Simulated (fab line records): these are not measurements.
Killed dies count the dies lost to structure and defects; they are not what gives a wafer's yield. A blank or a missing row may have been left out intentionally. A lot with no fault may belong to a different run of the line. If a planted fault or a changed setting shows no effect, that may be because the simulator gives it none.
Which tool did it? ; flow gf180mcu ; 12 lots with 36 wafers sampled at 2 steps, on a route of 602 steps

## WHAT THE GAUGES SHOWED, per wafer
GF_V4_RS_MEAS_24: the measuring method here is four-point-probe.
lot;measured;on;V4_W_RS (ohm/sq)
L075;day 24 14:35;film_metro-04;0.328 0.330 0.328
L077;day 25 12:01;film_metro-01;0.334 0.330 0.340
L079;day 26 11:41;film_metro-04;0.331 0.332 0.331
L081;day 26 19:58;film_metro-04;0.324 0.329 0.326
L083;day 27 09:55;film_metro-01;0.334 0.332 0.333
L085;day 28 00:01;film_metro-01;0.328 0.328 0.329
L087;day 28 21:37;film_metro-02;0.329 0.325 0.331
L089;day 29 06:25;film_metro-01;0.327 0.333 0.328
L091;day 29 20:31;film_metro-01;0.332 0.333 0.334
L093;day 30 14:05;film_metro-01;0.325 0.324 0.328
L095;day 30 22:41;film_metro-02;0.323 0.326 0.328
L096;day 31 13:13;film_metro-02;0.330 0.323 0.325

## WHICH TOOL RAN EACH LOT (tool, then ch and the chambers of the sampled wafers, then the start)
lot;GF_V4_CVD_02
L075;pecvd-02 ch 0,1,2, day 23 15:05
L077;pecvd-04 ch 0,1,2, day 24 12:22
L079;pecvd-04 ch 0,1,2, day 25 13:18
L081;pecvd-04 ch 1,2, day 25 21:08
L083;pecvd-04 ch 0,1,2, day 26 11:29
L085;pecvd-04 ch 0, day 27 02:41
L087;pecvd-02 ch 0,1,2, day 28 00:13
L089;pecvd-02 ch 1,2, day 28 09:23
L091;pecvd-04 ch 0,1,2, day 29 00:41
L093;pecvd-04 ch 0,1, day 29 18:08
L095;pecvd-04 ch 1,2, day 30 03:10
L096;pecvd-02 ch 0,1, day 30 18:16
- GF_V4_CVD_02: deposits SiO2 from TEOS, target thk 850 nm, time 94.851 s.

## THE ANSWER, worked out from the rows above alone
Rule: what is usual is taken from the lots themselves. The widest of any qualifying gaps counts: lots, ordered by their means at a reading, are off when they make up no more than a third of the lots, leave a main group of 4 or more, and stand apart from it by 3 or more times the standard deviation of that group's means. A main group is skipped when, at the precision printed for the reading in the tables above, its means are all equal. Also off: a lot with no number at a reading for which 4 or more lots have one. Any other lot the step has rows for is counted as sound.
No lot is off on any of the readings shown, so nothing can be concluded from this.

## WHAT THE SIMULATOR HAD INSERTED
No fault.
